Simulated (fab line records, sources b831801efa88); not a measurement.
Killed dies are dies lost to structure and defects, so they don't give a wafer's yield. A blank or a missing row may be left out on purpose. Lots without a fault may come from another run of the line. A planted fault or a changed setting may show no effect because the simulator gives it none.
Chamber matching | flow sky130 | SKY_VIA4_HDPCVD_00 on hdpcvd-01: 3 sister chambers
The step deposits SiO2, target thk 1750 nm, time 291.7 s. 3 wafers are shown with their chamber, then 7 later ones without.

WAFERS WITH THEIR CHAMBER
wafer  | chamber | run_length_s (s)
L335.2 | 0       | 320.0
L335.6 | 2       | 319.4
L344.5 | 1       | 319.6

WAFERS WITHOUT THEIR CHAMBER
wafer  | run_length_s (s)
L344.6 | 320.4
L348.1 | 319.9
L348.2 | 320.0
L348.5 | 320.0
L349.1 | 319.7
L349.2 | 320.1
L349.5 | 319.6

WHICH CHAMBER EACH WENT THROUGH
wafer  | from the rows above          | in truth
L344.6 | 0                            | 0
L348.1 | can't be placed: 0 or 1      | 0
L348.2 | 0                            | 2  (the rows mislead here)
L348.5 | 0                            | 0
L349.1 | can't be placed: 1 or 0 or 2 | 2
L349.2 | 0                            | 0
L349.5 | can't be placed: 1 or 2      | 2
Placed correctly: 3 of 7. Can't be placed from these rows: 3 (the true chamber is among the candidates in 3). Placed wrongly: 1.
How it was worked out, from the rows above alone: a wafer's distance from a chamber is the root of the sum, over the readings, of the square of ((its reading less the chamber's mean) divided by the reading's scatter). The wafer belongs to the nearest chamber; if the next one is less than 2 further off, it can't be placed. A chamber's mean is the mean of its shown wafers. The scatter: with one shown wafer a chamber, the root of the mean of the squares of how far each hidden wafer lies from its nearest shown one.
